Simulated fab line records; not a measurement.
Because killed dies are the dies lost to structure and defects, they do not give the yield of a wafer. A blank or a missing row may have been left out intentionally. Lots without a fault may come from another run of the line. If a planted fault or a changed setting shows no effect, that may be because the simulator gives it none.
fab line records | flow sky130
[record] lots = 13 | wafers = 38 | last-day = 50
route steps=708 shown SD_P@331 RES_XHIGH@341 CONTACT@415 METAL1@440
lots that met no fault: taken from a fault-free run of the same line
start-h: hours from the record's first day to the start of the lot's first wafer shown | wait-h: hours from the lot's prior step to this one | " unchanged from the row above | L1.1+2: one row covering several wafers at once | - either no value or no given start | * or withheld: withheld | < > ~ a bound
route shown NAME@n: a module of which the file shows steps, and the number in the route of the first | usual: average and standard deviation across the fault-free wafers | same: alike in all rows | chamber/n: place in a boat | sites: per-site readings | _std_site: standard deviation of those values | _edge_site: inner sites' mean taken away from outer sites' mean | radius-mm: for every site, how far away it sits from the centre of the wafer | mask NAME#n: copy n | behind: the most recent tool/chamber to have shaped the wafer | hold: cause of the lot's hold/its duration in hours/its outcome | device: which transistor (n, p or np) failed to switch | end of line: tests run on the same wafers once the route is complete | a step with no rows: only its recipe | killed: the dies lost at the first sort to structure and to defects; this is not the yield of the wafer | map: per-die view of a wafer (x killed, . not killed, _ where there is no die)
set.NAME: setting as actually run; set.NAME@STEP: the setting as run at that earlier step | model.NAME: the simulator's own value behind a step, which no gauge read
a sample of lots followed through the steps of the route, with each step as a table and each wafer as a row
services: a tool's chamber out of use, with start hour (start-h, from the record's first day; less than 0 if before it), hours out, and reason
[[steps]]
[step SKY_SD_P_TW_MEAS_11]
[usual] SD_P_TW = 2837/19
lot.wafer | tool          | chamber | start-h | wait-h | SD_P_TW
L157.1    | film-metro-02 | -       | 586.39  | 0.1    | 2849
L157.5    | "             | -       | "       | "      | 2836
L157.6    | "             | -       | "       | "      | 2833
L158.2    | film-metro-02 | -       | 595.22  | 0.1    | 2850
L158.3    | "             | -       | "       | "      | 2854
L158.4    | "             | -       | "       | "      | 2830
L159.3    | film-metro-04 | -       | 610.56  | 0.1    | 2811
L159.4    | "             | -       | "       | "      | 2822
L159.6    | "             | -       | "       | "      | 2828
L161.1    | film-metro-03 | -       | 628.09  | 0.1    | 2868
L161.3    | "             | -       | "       | "      | 2852
L161.6    | "             | -       | "       | "      | 2848
L160.1    | film-metro-04 | -       | 629.41  | 0.1    | 2795
L160.4    | "             | -       | "       | "      | 2818
L160.6    | "             | -       | "       | "      | 2827
L163.3    | film-metro-03 | -       | 633.98  | 0.1    | 2868
L163.4    | "             | -       | "       | "      | 2852
L163.5    | "             | -       | "       | "      | 2849
L164.1    | film-metro-04 | -       | 653.69  | 0.1    | 2811
L164.2    | "             | -       | "       | "      | 2815
L164.4    | "             | -       | "       | "      | 2824
L166.1    | film-metro-03 | -       | 659.56  | 0.1    | 2853
L166.5    | "             | -       | "       | "      | 2847
L166.6    | "             | -       | "       | "      | 2859
L167.1    | film-metro-03 | -       | 671.89  | 0.1    | 2851
L167.3    | "             | -       | "       | "      | 2846
L167.5    | "             | -       | "       | "      | 2835
L169.1    | film-metro-03 | -       | 693.01  | 0.1    | 2829
L169.3    | "             | -       | "       | "      | 2845
L171.4    | film-metro-03 | -       | 701.92  | 0.1    | 2867
L171.5    | "             | -       | "       | "      | 2843
L171.6    | "             | -       | "       | "      | 2864
L178.1    | film-metro-03 | -       | 749.11  | 0.1    | 2855
L178.3    | "             | -       | "       | "      | 2842
L178.4    | "             | -       | "       | "      | 2838
L179.1    | film-metro-02 | -       | 757.59  | 0.1    | 2832
L179.3    | "             | -       | "       | "      | 2846
L179.5    | "             | -       | "       | "      | 2821
[step SKY_RES_XHIGH_TW_MEAS_09]
[usual] RES_XHIGH_TW = 1649/13
lot.wafer | tool          | chamber | start-h | wait-h | RES_XHIGH_TW
L157.1    | film-metro-04 | -       | 615.18  | 0.1    | 1634
L157.5    | "             | -       | "       | "      | 1635
L157.6    | "             | -       | "       | "      | 1642
L158.2    | film-metro-04 | -       | 624.34  | 0.1    | 1641
L158.3    | "             | -       | "       | "      | 1636
L158.4    | "             | -       | "       | "      | 1638
L159.3    | film-metro-03 | -       | 639.22  | 0.1    | 1656
L159.4    | "             | -       | "       | "      | 1666
L159.6    | "             | -       | "       | "      | 1663
L161.1    | film-metro-04 | -       | 656.40  | 0.1    | 1623
L161.3    | "             | -       | "       | "      | 1624
L161.6    | "             | -       | "       | "      | 1624
L160.1    | film-metro-04 | -       | 657.28  | 0.1    | 1628
L160.4    | "             | -       | "       | "      | 1634
L160.6    | "             | -       | "       | "      | 1630
L163.3    | film-metro-03 | -       | 661.92  | 0.1    | 1657
L163.4    | "             | -       | "       | "      | 1650
L163.5    | "             | -       | "       | "      | 1655
L164.1    | film-metro-04 | -       | 681.09  | 0.1    | 1631
L164.2    | "             | -       | "       | "      | 1630
L164.4    | "             | -       | "       | "      | 1640
L166.1    | film-metro-03 | -       | 687.48  | 0.1    | 1656
L166.5    | "             | -       | "       | "      | 1658
L166.6    | "             | -       | "       | "      | 1659
L167.1    | film-metro-02 | -       | 698.93  | 0.1    | 1650
L167.3    | "             | -       | "       | "      | 1655
L167.5    | "             | -       | "       | "      | 1658
L169.1    | film-metro-02 | -       | 721.14  | 0.1    | 1643
L169.3    | "             | -       | "       | "      | 1653
L171.4    | film-metro-04 | -       | 729.81  | 0.1    | 1638
L171.5    | "             | -       | "       | "      | 1640
L171.6    | "             | -       | "       | "      | 1636
L178.1    | film-metro-02 | -       | 775.29  | 0.1    | 1646
L178.3    | "             | -       | "       | "      | 1652
L178.4    | "             | -       | "       | "      | 1650
L179.1    | film-metro-03 | -       | 784.48  | 0.1    | 1668
L179.3    | "             | -       | "       | "      | 1662
L179.5    | "             | -       | "       | "      | 1659
[step SKY_CONTACT_COAT_09]
[recipe] resist = KrF-thick | spin-rpm = 3000 | resist-thk-nm = 450
[usual] dispense-pressure-kPa = 46.6/2.6
lot.wafer | tool           | chamber | start-h | wait-h | dispense-pressure-kPa
L157.1    | litho-track-03 | 0       | 717     | -      | 49.5
L157.5    | "              | 0       | 718     | -      | 49.5
L157.6    | "              | 0       | "       | "      | 49.5
L158.2    | litho-track-04 | 0       | 726     | -      | 43.2
L158.3    | "              | 0       | "       | "      | 43.2
L158.4    | "              | 0       | "       | "      | 43.2
L159.3    | litho-track-02 | 0       | 740     | -      | 46.0
L159.4    | "              | 0       | "       | "      | 45.9
L159.6    | "              | 0       | "       | "      | 45.9
L161.1    | litho-track-04 | 0       | 757     | -      | 43.2
L161.3    | "              | 0       | "       | "      | 43.2
L161.6    | "              | 0       | "       | "      | 43.2
L160.1    | litho-track-02 | 0       | 758     | -      | 45.9
L160.4    | "              | 0       | "       | "      | 46.0
L160.6    | "              | 0       | "       | "      | 45.9
L163.3    | litho-track-02 | 0       | 762     | -      | 45.9
L163.4    | "              | 0       | "       | "      | 45.9
L163.5    | "              | 0       | "       | "      | 45.9
L164.1    | litho-track-04 | 0       | 779     | -      | 43.2
L164.2    | "              | 0       | "       | "      | 43.1
L164.4    | "              | 0       | 780     | -      | 43.2
L166.1    | litho-track-03 | 0       | 787     | -      | 49.4
L166.5    | "              | 0       | "       | "      | 49.5
L166.6    | "              | 0       | "       | "      | 49.5
L167.1    | litho-track-03 | 0       | 797     | -      | 49.5
L167.3    | "              | 0       | 798     | -      | 49.5
L167.5    | "              | 0       | "       | "      | 49.4
L169.1    | litho-track-03 | 0       | 820     | -      | 49.4
L169.3    | "              | 0       | "       | "      | 49.4
L171.4    | litho-track-02 | 0       | 827     | -      | 45.9
L171.5    | "              | 0       | "       | "      | 45.9
L171.6    | "              | 0       | "       | "      | 45.9
L178.1    | litho-track-04 | 0       | 871     | -      | 43.2
L178.3    | "              | 0       | "       | "      | 43.1
L178.4    | "              | 0       | "       | "      | 43.1
L179.1    | litho-track-02 | 0       | 879     | -      | 45.9
L179.3    | "              | 0       | "       | "      | 45.9
L179.5    | "              | 0       | "       | "      | 45.9
[step SKY_CONTACT_STRIP_19]
[recipe] chemistry = O2/N2 | power-w = 1400 | pressure-mtorr = 1500 | platen-temp-c = withheld | o2-flow-sccm = 3000 | n2-flow-sccm = 300 | overash-fraction = 0.5
[usual] drypump-motor-current-A = 5.3/0.46 | oes-product-au = 0.381/0.0046 | strip-time-to-endpoint-s = 3.61/0.031
lot.wafer | tool            | chamber | start-h | wait-h | drypump-motor-current-A | oes-product-au | rf-hours-counter-h | strip-time-to-endpoint-s
L157.1    | plasma-asher-04 | 0       | 732.36  | -      | 5.4                     | 0.387          | 30                 | 3.64
L157.5    | "               | 1       | "       | "      | 5.3                     | 0.380          | -                  | 3.62
L157.6    | "               | 0       | "       | "      | 5.4                     | 0.380          | -                  | 3.61
L158.2    | plasma-asher-03 | 0       | 740.74  | -      | 6.1                     | 0.382          | 65                 | 3.69
L158.3    | "               | 1       | "       | "      | 4.9                     | 0.378          | -                  | 3.67
L158.4    | "               | 0       | "       | "      | 6.1                     | 0.383          | -                  | 3.65
L159.3    | plasma-asher-03 | 0       | 754.11  | -      | 6.1                     | 0.380          | -                  | 3.61
L159.4    | "               | 1       | "       | "      | 5.0                     | 0.385          | -                  | 3.59
L159.6    | "               | 1       | "       | "      | 5.0                     | 0.376          | -                  | 3.60
L161.1    | plasma-asher-03 | 1       | 771.54  | -      | 5.0                     | 0.382          | 68                 | 3.63
L161.3    | "               | 0       | "       | "      | 6.1                     | 0.382          | -                  | 3.65
L161.6    | "               | 1       | "       | "      | 5.0                     | 0.379          | -                  | 3.65
L160.1    | plasma-asher-04 | 1       | 772.11  | -      | 5.3                     | 0.376          | 35                 | 3.61
L160.4    | "               | 1       | "       | "      | 5.3                     | 0.380          | -                  | 3.57
L160.6    | "               | 0       | "       | "      | 5.4                     | 0.389          | -                  | 3.57
L163.3    | plasma-asher-04 | 0       | 775.71  | -      | 5.4                     | 0.379          | -                  | 3.61
L163.4    | "               | 1       | "       | "      | 5.3                     | 0.382          | -                  | 3.56
L163.5    | "               | 1       | "       | "      | 5.3                     | 0.384          | -                  | 3.61
L164.1    | plasma-asher-04 | 0       | 794.21  | -      | 5.4                     | 0.384          | 37                 | 3.65
L164.2    | "               | 1       | "       | "      | 5.3                     | 0.379          | 37                 | 3.62
L164.4    | "               | 1       | "       | "      | 5.3                     | 0.388          | -                  | 3.69
L166.1    | plasma-asher-03 | 1       | 800.34  | -      | 5.0                     | 0.387          | 71                 | 3.61
L166.5    | "               | 1       | "       | "      | 5.0                     | 0.387          | -                  | 3.57
L166.6    | "               | 0       | "       | "      | 6.1                     | 0.384          | -                  | 3.63
L167.1    | plasma-asher-02 | 1       | 811.43  | -      | 4.8                     | 0.378          | 94                 | 3.59
L167.3    | "               | 1       | "       | "      | 4.8                     | 0.377          | -                  | 3.61
L167.5    | "               | 0       | "       | "      | 4.8                     | 0.380          | -                  | 3.59
L169.1    | plasma-asher-03 | 1       | 833.72  | -      | 5.0                     | 0.406          | 75                 | 4.12
L169.3    | "               | 1       | "       | "      | 4.9                     | 0.385          | -                  | 3.62
L171.4    | plasma-asher-04 | 1       | 840.78  | -      | 5.3                     | 0.383          | -                  | 3.62
L171.5    | "               | 0       | "       | "      | 5.4                     | 0.374          | -                  | 3.57
L171.6    | "               | 1       | "       | "      | 5.3                     | 0.387          | -                  | 3.62
L178.1    | plasma-asher-02 | 0       | 884.27  | -      | 4.9                     | 0.380          | 101                | 3.63
L178.3    | "               | 0       | "       | "      | 4.9                     | 0.380          | -                  | 3.62
L178.4    | "               | 1       | "       | "      | 4.8                     | 0.379          | -                  | 3.62
L179.1    | plasma-asher-02 | 1       | 892.88  | -      | 4.9                     | 0.375          | 102                | 3.57
L179.3    | "               | 1       | "       | "      | 4.8                     | 0.378          | -                  | 3.58
L179.5    | "               | 0       | "       | "      | 4.8                     | 0.372          | -                  | 3.57
[step SKY_METAL1_THK_MEAS_06]
[recipe] thk-meas-gauge = xrf | reads = AlCu_of_METAL1_SPUTTER_02
[usual] METAL1_ALCU_THK = 251.5/2.5
lot.wafer | tool          | chamber | start-h | wait-h | METAL1_ALCU_THK[nm]
L157.1    | film-metro-03 | -       | 733.95  | 0.1    | 254.4
L157.5    | "             | -       | "       | "      | 254.8
L157.6    | "             | -       | "       | "      | 256.3
L158.2    | film-metro-01 | -       | 742.26  | 0.1    | 254.4
L158.3    | "             | -       | "       | "      | 252.0
L158.4    | "             | -       | "       | "      | 254.2
L159.3    | film-metro-03 | -       | 755.71  | 0.1    | 251.0
L159.4    | "             | -       | "       | "      | 249.0
L159.6    | "             | -       | "       | "      | 251.3
L161.1    | film-metro-03 | -       | 773.42  | 0.1    | 252.9
L161.3    | "             | -       | "       | "      | 252.8
L161.6    | "             | -       | "       | "      | 252.3
L160.1    | film-metro-01 | -       | 773.69  | 0.1    | 252.1
L160.4    | "             | -       | "       | "      | 248.4
L160.6    | "             | -       | "       | "      | 251.1
L163.3    | film-metro-03 | -       | 777.26  | 0.1    | 254.8
L163.4    | "             | -       | "       | "      | 252.8
L163.5    | "             | -       | "       | "      | 253.2
L164.1    | film-metro-01 | -       | 795.73  | 0.1    | 252.1
L164.2    | "             | -       | "       | "      | 250.7
L164.4    | "             | -       | "       | "      | 251.2
L166.1    | film-metro-01 | -       | 802.12  | 0.1    | 251.1
L166.5    | "             | -       | "       | "      | 249.7
L166.6    | "             | -       | "       | "      | 254.7
L167.1    | film-metro-03 | -       | 812.93  | 0.1    | 253.7
L167.3    | "             | -       | "       | "      | 250.6
L167.5    | "             | -       | "       | "      | 251.6
L169.1    | film-metro-01 | -       | 835.22  | 0.1    | 248.1
L169.3    | "             | -       | "       | "      | 248.6
L171.4    | film-metro-03 | -       | 842.31  | 0.1    | 250.7
L171.5    | "             | -       | "       | "      | 251.3
L171.6    | "             | -       | "       | "      | 250.9
L178.1    | film-metro-03 | -       | 885.87  | 0.1    | 254.0
L178.3    | "             | -       | "       | "      | 255.2
L178.4    | "             | -       | "       | "      | 255.8
L179.1    | film-metro-03 | -       | 894.41  | 0.1    | 248.8
L179.3    | "             | -       | "       | "      | 250.6
L179.5    | "             | -       | "       | "      | 251.8
[[services]]
tool            | chamber | start-h | hours | kind
plasma-asher-02 | -       | 698.93  | 2.8   | pm
plasma-asher-04 | -       | 791.74  | 1.2   | repair
plasma-asher-02 | -       | 809.08  | 1.4   | repair
plasma-asher-04 | -       | 889.64  | 0.5   | repair
[[key]]
[first-sign] step = SKY_CONTACT_STRIP_19 | reading = strip-time-to-endpoint-s | direction = up | sigmas = 16 | usual = * | struck = *
[effect] step = SKY_CONTACT_STRIP_19 | reading = oes-product-au | direction = up | sigmas = 5.4 | usual = 0.381 | struck = 0.406
met-at SKY_CONTACT_COAT_09
struck-lots L169
struck-wafers L169.1
tester-left-out L169
not-acting-at SKY_SD_P_TW_MEAS_11,SKY_RES_XHIGH_TW_MEAS_09,SKY_METAL1_THK_MEAS_06
onset-between 797 820
[fault] kind = process-parameter-drift | tool = litho-track-03 | chamber = - | onset-h = 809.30 | steps = SKY_CONTACT_COAT_09 | channel = resist-thk-nm | offset = 47.515 | shape = step | end-h = 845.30 | scope = struck-wafers-only | acts-in = these-recipes-only | stated = 450
// tester-left-out: of these lots the tester's yield and bins aren't shown, on N5 and GAA mostly nor the transistor test; their killed dies are dies lost to structure and defects alone, not to doping, threshold or leakage, so they don't give the yield
